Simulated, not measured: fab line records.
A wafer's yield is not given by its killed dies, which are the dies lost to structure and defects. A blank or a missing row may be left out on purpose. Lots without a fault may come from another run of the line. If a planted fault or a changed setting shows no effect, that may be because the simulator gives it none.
Problem report, 8D (eight disciplines) form, completed by code / flow sky130 / the parts of the form that need people (team, actions taken, sign-off) are left out

== 1. PROBLEM STATEMENT ==
LDD_HVN_TW at SKY_LDD_HVN_TW_MEAS_10 reads a mean of 1464 on 2 wafers of 2 lots; wafers without a fault read 1432 with a standard deviation of 7.1. Relative to the usual mean, that is a shift of +4.5 standard deviations.
The first sign was on wafer L170.2 at day 26 12:20, on filmMetro-04. The record holds 38 wafers of 13 lots with a number at this step. Rule for "out" (also "out of limits"): further than 4 standard deviations from the usual mean. The rest of the wafers with a number are treated as sound.

== 2. WHAT IT IS AND WHAT IT IS NOT ==
question=which readings at this step | is=LDD_HVN_TW | is not=-
question=which lots | is=L170, L172 | is not=L153, L155, L156, L158, L161, L163, L164, L166, L167, L168, L176
question=which wafers of those lots | is=L170.2, L172.2 | is not=L170.1, L170.4, L172.5
question=read on which gauges | is=filmMetro-04 | is not=filmMetro-02, filmMetro-03
question=when | is=from day 26 12:20 | is not=up to then (32 sound wafers); but 4 sound wafers of L172, L176 came after

== 3. WHAT RULES OUT EACH SUSPECT ==
Counting: any tool at a process step up to the reading remains a suspect provided it ran every lot that is out. Sound lots after the first of them don't rule it out here, since some wafers of a struck lot are sound.
- the gauge at SKY_LDD_HVN_TW_MEAS_10: kept. All the wafers that are out were read on filmMetro-04, and no step on other tools shows them out.
- implanter-04 at SKY_LDD_HVN_IMPLANT_08: kept. It ran every lot that is out, first L170 (day 26 12:05); its last sound lot up to then is L167 (day 26 07:35).
Left after counting: implanter-04 at SKY_LDD_HVN_IMPLANT_08, filmMetro-04 at SKY_LDD_HVN_TW_MEAS_10.

== 4. THE CAUSE (what the simulator had put in) ==
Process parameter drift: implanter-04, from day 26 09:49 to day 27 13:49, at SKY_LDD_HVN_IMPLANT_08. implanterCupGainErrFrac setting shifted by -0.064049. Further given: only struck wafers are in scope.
This tool is one of the 2 suspects left after counting.

== 5. SEQUENCE OF EFFECTS, ordered by route ==
Each row: a reading where the mean over the struck wafers with a number is more than 3 standard deviations away from the usual. Scope: only readings with a usual standard deviation given in the record; hours: median across lots of the time from each lot's start at the first step in this table that gives one to its start at this step; sigmas: change in usual standard deviations.
hours=0; step=SKY_LDD_HVN_TW_MEAS_10; reading=LDD_HVN_TW; usual=1432; on struck wafers=1464; change=+32; sigmas=+4.5

== 6. WHAT WOULD HAVE CAUGHT IT SOONER ==
The first out-of-limits reading at a measuring or inspecting step in this record came at day 26 12:20, 3 hours after the fault's start at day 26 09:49.
Of the lots that are out (2), L172 began SKY_LDD_HVN_IMPLANT_08 on implanter-04 after day 26 12:20. Had the tool been put on hold then, it would have been spared.
